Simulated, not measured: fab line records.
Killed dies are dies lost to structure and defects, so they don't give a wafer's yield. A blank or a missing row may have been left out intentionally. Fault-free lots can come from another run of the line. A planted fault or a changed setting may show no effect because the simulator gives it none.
Split-lot study / flow sky130 / 5 lots, 23 wafers read, on a route of 708 steps

## ABOUT THE SPLIT
At SKY_LDD_P_COAT_02 (resist thk 1140 nm), the setting resist-thk-nm was moved away from the recipe's 1140 nm on 6 of the 23 wafers read, by -3.4% to +5.8%. All remaining wafers had this setting at the recipe value.

## FROM THE SPLIT TO THE READING: what the file shows between them, 4 steps
- SKY_LDD_P_SOFTBAKE_03: time 60 s
- SKY_LDD_P_EXPOSE_04: exposes mask PSDM, target cd 380 nm
- SKY_LDD_P_PEB_05
- SKY_LDD_P_DEVELOP_06: develop time 60 s

## THE READING
cd-nm (nm) at SKY_LDD_P_CD_MEAS_07, where the cd target is 380 nm. On this fab line, fault-free wafers typically give 380.1 nm with a standard deviation of 2.1 nm.

wafer=L076.1; tool, chamber at the split=litho-track-04, 0; resist-thk-nm as run, nm=1206; against the recipe=+5.8%; cd-nm, nm=370.9; against lot-mates on the recipe=-9.1
wafer=L076.2; tool, chamber at the split=litho-track-04, 0; resist-thk-nm as run, nm=1140; against the recipe=recipe; cd-nm, nm=380.3; against lot-mates on the recipe=-
wafer=L076.3; tool, chamber at the split=litho-track-04, 0; resist-thk-nm as run, nm=1206; against the recipe=+5.8%; cd-nm, nm=374.7; against lot-mates on the recipe=-5.3
wafer=L076.5; tool, chamber at the split=litho-track-04, 0; resist-thk-nm as run, nm=1140; against the recipe=recipe; cd-nm, nm=380.0; against lot-mates on the recipe=-
wafer=L076.6; tool, chamber at the split=litho-track-04, 0; resist-thk-nm as run, nm=1140; against the recipe=recipe; cd-nm, nm=379.6; against lot-mates on the recipe=-
wafer=L080.1; tool, chamber at the split=litho-track-01, 0; resist-thk-nm as run, nm=1140; against the recipe=recipe; cd-nm, nm=378.6; against lot-mates on the recipe=-
wafer=L080.3; tool, chamber at the split=litho-track-01, 0; resist-thk-nm as run, nm=1101; against the recipe=-3.4%; cd-nm, nm=383.7; against lot-mates on the recipe=+5.2
wafer=L080.4; tool, chamber at the split=litho-track-01, 0; resist-thk-nm as run, nm=1101; against the recipe=-3.4%; cd-nm, nm=384.1; against lot-mates on the recipe=+5.6
wafer=L080.5; tool, chamber at the split=litho-track-01, 0; resist-thk-nm as run, nm=1140; against the recipe=recipe; cd-nm, nm=377.2; against lot-mates on the recipe=-
wafer=L080.6; tool, chamber at the split=litho-track-01, 0; resist-thk-nm as run, nm=1140; against the recipe=recipe; cd-nm, nm=379.6; against lot-mates on the recipe=-
wafer=L082.1; tool, chamber at the split=litho-track-01, 0; resist-thk-nm as run, nm=1140; against the recipe=recipe; cd-nm, nm=381.4; against lot-mates on the recipe=-
wafer=L082.2; tool, chamber at the split=litho-track-01, 0; resist-thk-nm as run, nm=1140; against the recipe=recipe; cd-nm, nm=380.1; against lot-mates on the recipe=-
wafer=L082.3; tool, chamber at the split=litho-track-01, 0; resist-thk-nm as run, nm=1140; against the recipe=recipe; cd-nm, nm=382.0; against lot-mates on the recipe=-
wafer=L082.5; tool, chamber at the split=litho-track-01, 0; resist-thk-nm as run, nm=1140; against the recipe=recipe; cd-nm, nm=381.1; against lot-mates on the recipe=-
wafer=L082.6; tool, chamber at the split=litho-track-01, 0; resist-thk-nm as run, nm=1140; against the recipe=recipe; cd-nm, nm=381.5; against lot-mates on the recipe=-
wafer=L083.4; tool, chamber at the split=litho-track-04, 0; resist-thk-nm as run, nm=1140; against the recipe=recipe; cd-nm, nm=381.5; against lot-mates on the recipe=-
wafer=L083.5; tool, chamber at the split=litho-track-04, 0; resist-thk-nm as run, nm=1140; against the recipe=recipe; cd-nm, nm=379.6; against lot-mates on the recipe=-
wafer=L083.6; tool, chamber at the split=litho-track-04, 0; resist-thk-nm as run, nm=1140; against the recipe=recipe; cd-nm, nm=377.1; against lot-mates on the recipe=-
wafer=L085.2; tool, chamber at the split=litho-track-01, 0; resist-thk-nm as run, nm=1202; against the recipe=+5.4%; cd-nm, nm=372.8; against lot-mates on the recipe=-5.3
wafer=L085.3; tool, chamber at the split=litho-track-01, 0; resist-thk-nm as run, nm=1140; against the recipe=recipe; cd-nm, nm=378.2; against lot-mates on the recipe=-
wafer=L085.4; tool, chamber at the split=litho-track-01, 0; resist-thk-nm as run, nm=1140; against the recipe=recipe; cd-nm, nm=377.8; against lot-mates on the recipe=-
wafer=L085.5; tool, chamber at the split=litho-track-01, 0; resist-thk-nm as run, nm=1202; against the recipe=+5.4%; cd-nm, nm=372.7; against lot-mates on the recipe=-5.4
wafer=L085.6; tool, chamber at the split=litho-track-01, 0; resist-thk-nm as run, nm=1140; against the recipe=recipe; cd-nm, nm=378.3; against lot-mates on the recipe=-

FIT RESULTS
A straight line over all 23 wafers: cd-nm changes by -1.23 nm for each +1% of resist-thk-nm; r = -0.90; the points scatter about the line by 1.5 nm.
The same after taking each lot's own level away (the mean of its wafers on the recipe; 23 wafers): -1.21 nm for each +1%; r = -0.94; scatter 1.2 nm.
Per that fit: largest resist-thk-nm move, reading shift of 7 nm.
The span of the lots' own levels, 378.10 to 381.22 nm, comes to 1.5 times the standard deviation stated above.
So the lot-to-lot level changes the slope little: the two slopes agree.
Check: with one of the wafers moved furthest among these (+5.8%) left out of the fit, the line predicts -6.14 nm for it against its lot-mates. Against them it came out at -9.07 nm.

## THE WHOLE CHAIN: every reading that the file lists as answering this split, in the file's order
step=SKY_LDD_P_COAT_02; what it does=resist thk 1140 nm; reading=NOVOLAK_of_LDD_P_COAT_02.thk-nm (the simulator's own value, which no gauge read); change (the file's fit)=+11 nm for each +1% of the setting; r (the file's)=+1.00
step=SKY_LDD_P_CD_MEAS_07; what it does=target cd 380 nm; reading=cd-nm; change (the file's fit)=-1.2 nm for each +1% of the setting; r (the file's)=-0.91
step=SKY_LDD_P_STRIP_10; what it does=strips in O2/N2; reading=strip-time-to-endpoint-s; change (the file's fit)=withheld for each +1% of the setting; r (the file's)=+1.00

## THE FILE'S OWN FIT
cd-nm changes by -1.2 nm for each +1% of resist-thk-nm, r = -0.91.
